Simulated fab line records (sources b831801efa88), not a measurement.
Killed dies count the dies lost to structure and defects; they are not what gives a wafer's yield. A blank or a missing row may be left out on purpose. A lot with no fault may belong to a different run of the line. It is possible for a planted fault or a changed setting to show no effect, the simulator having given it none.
Problem report, 8D (eight disciplines) form, completed by code    flow sfq_line    the parts of the form that need people (team, actions taken, sign-off) are left out

== 1. THE PROBLEM ==
At SFQ_TRILAYER_L0_VIA_LITHO_EXPOSE_014, exposure_dose_mJ_cm2 averages 22.356 over 9 wafers from 3 lots, while fault-free wafers read 21.301, standard deviation 0.02. That is +53 standard deviations from the usual mean.
The step: exposes mask L0V, target cd 700 nm.
Earliest sighting: wafer L831.3 on krf_scanner-01 at day 8 15:49. At this step, 21 wafers from 7 lots have a number in the record. Rule for "out", or "out of limits": more than 4 standard deviations from the usual mean. Any other wafer with a number is counted as sound.

== 2. WHAT THIS IS AND IS NOT ==
question                     is                      is not
which readings at this step  exposure_dose_mJ_cm2    -
which lots                   L831, L832, L833        L825, L829, L840, L843
which wafers of those lots   all that have a number  -
read on which tools          krf_scanner-01          krf_scanner-02
when                         from day 8 15:49        up to then (6 sound wafers); but 6 sound wafers of L840, L843 came after

== 3. WHAT RULES OUT EACH SUSPECT ==
Counting: a tool at a process step up to the reading stays a suspect if it ran every lot that is out and no sound lot after the first of them.
- pecvd-03 at SFQ_TRILAYER_L0_CAP_PECVD_011 (deposits SiO2 from SiH4/N2O, time 13.333 s, target thk 60 nm): kept. All lots that are out passed through it, beginning with L831 at day 5 14:40, and no sound lot followed; its final sound lot before that point was L825 at day 4 09:05.
- krf_scanner-01 at SFQ_TRILAYER_L0_VIA_LITHO_EXPOSE_014 (exposes mask L0V, target cd 700 nm): kept. All lots that are out passed through it, beginning with L831 at day 8 15:49, and no sound lot followed; its final sound lot before that point was L829 at day 8 02:25. On those wafers its own readings are out: exposure_dose_mJ_cm2.
The count leaves krf_scanner-01 at SFQ_TRILAYER_L0_VIA_LITHO_EXPOSE_014 and pecvd-03 at SFQ_TRILAYER_L0_CAP_PECVD_011.

== 4. THE CAUSE (what the simulator had put in) ==
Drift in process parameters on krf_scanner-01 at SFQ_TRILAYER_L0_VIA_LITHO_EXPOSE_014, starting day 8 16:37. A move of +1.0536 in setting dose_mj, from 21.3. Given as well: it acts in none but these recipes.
Of the 2 suspects that counting leaves, this tool is one.

== 5. THE CHAIN OF EFFECTS, in route order ==
Rows list readings where the struck wafers' mean (over those with a number) sits beyond 3 standard deviations from the usual. Readings are gone through only where the record gives a usual standard deviation; hours: the median, over the lots, of the time from a lot's start at the first step in this table giving one to that lot's start at this step; sigmas: the change measured in usual standard deviations.
hours  step                                  reading               usual   on struck wafers  change  sigmas
0      SFQ_TRILAYER_L0_VIA_LITHO_EXPOSE_014  exposure_dose_mJ_cm2  21.301  22.356            +1.055  +53
Its process steps:
- SFQ_TRILAYER_L0_VIA_LITHO_EXPOSE_014: exposes mask L0V, target cd 700 nm.
At these later measuring or inspecting steps, every struck wafer for which the step has a row has a number for every such reading, and none has moved that far: SFQ_L0V_OVL_MEAS_903.

== 6. HOW IT WOULD HAVE BEEN CAUGHT EARLIER ==
In this record the first reading out of limits was taken at day 8 15:49.
